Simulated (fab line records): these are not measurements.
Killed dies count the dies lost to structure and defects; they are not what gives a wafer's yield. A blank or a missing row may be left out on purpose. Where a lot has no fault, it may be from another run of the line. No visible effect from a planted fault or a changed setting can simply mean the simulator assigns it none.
The tool behind it: which one? || flow sfq-line || 14 lots (42 wafers sampled), 1 step of a 325-step route

WHAT THE GAUGES READ, wafer by wafer
SFQ_L0V_OVL_MEAS_903.
{"lot": "L145", "measured": "day 5 06:52", "on": "overlay-02", "L0V_OVL (nm)": "0 5 3"}
{"lot": "L146", "measured": "day 5 11:39", "on": "overlay-02", "L0V_OVL (nm)": "7 8 4"}
{"lot": "L151", "measured": "day 6 15:22", "on": "overlay-02", "L0V_OVL (nm)": "0 5 4"}
{"lot": "L153", "measured": "day 7 04:34", "on": "overlay-02", "L0V_OVL (nm)": "-2 1 3"}
{"lot": "L154", "measured": "day 7 10:34", "on": "overlay-01", "L0V_OVL (nm)": "5 12 4"}
{"lot": "L155", "measured": "day 7 20:56", "on": "overlay-01", "L0V_OVL (nm)": "1 0 8"}
{"lot": "L158", "measured": "day 8 12:20", "on": "overlay-01", "L0V_OVL (nm)": "4 7 -2"}
{"lot": "L159", "measured": "day 8 15:56", "on": "overlay-02", "L0V_OVL (nm)": "6 9 7"}
{"lot": "L160", "measured": "day 9 07:32", "on": "overlay-01", "L0V_OVL (nm)": "9 -1 3"}
{"lot": "L161", "measured": "day 9 12:20", "on": "overlay-02", "L0V_OVL (nm)": "1 4 -3"}
{"lot": "L162", "measured": "day 9 19:32", "on": "overlay-01", "L0V_OVL (nm)": "0 -2 2"}
{"lot": "L163", "measured": "day 10 03:56", "on": "overlay-01", "L0V_OVL (nm)": "-4 -1 -4"}
{"lot": "L164", "measured": "day 13 19:56", "on": "overlay-01", "L0V_OVL (nm)": "-1 1 -2"}
{"lot": "L166", "measured": "day 14 16:19", "on": "overlay-01", "L0V_OVL (nm)": "2 -2 2"}

WHICH TOOL RAN EACH LOT (tool, then ch and the chambers of the sampled wafers, then the start)
Record: no process step prior to these readings.

AS READ BY THE TOOLS THEMSELVES (means over the sampled wafers that have a number; for cases with no such wafer, the mark the record gives instead)
The record holds no such reading with a usual standard deviation.

THE ANSWER, worked out from the rows above alone
Rule: what is usual is taken from the lots themselves. The widest of any qualifying gaps counts: lots, ordered by their means at a reading, are off when they make up no more than a third of the lots, leave a main group of 4 or more, and stand apart from it by 3 or more times the standard deviation of that group's means. Not used: any main group whose means are identical at the precision the tables above print for the reading. Also off: a lot with no number at a reading for which 4 or more lots have one. All remaining lots with rows at the step are treated as sound. After the gauges, taken in route order, come the tools' own readings; for these a lot's mean is taken, as printed above. The first step at which some lot is off is used, and at that step the reading that is off furthest; a lot without a number counts as furthest.
None of the lots is off at any reading shown; this tells nothing.

WHAT THE SIMULATOR HAD PUT IN
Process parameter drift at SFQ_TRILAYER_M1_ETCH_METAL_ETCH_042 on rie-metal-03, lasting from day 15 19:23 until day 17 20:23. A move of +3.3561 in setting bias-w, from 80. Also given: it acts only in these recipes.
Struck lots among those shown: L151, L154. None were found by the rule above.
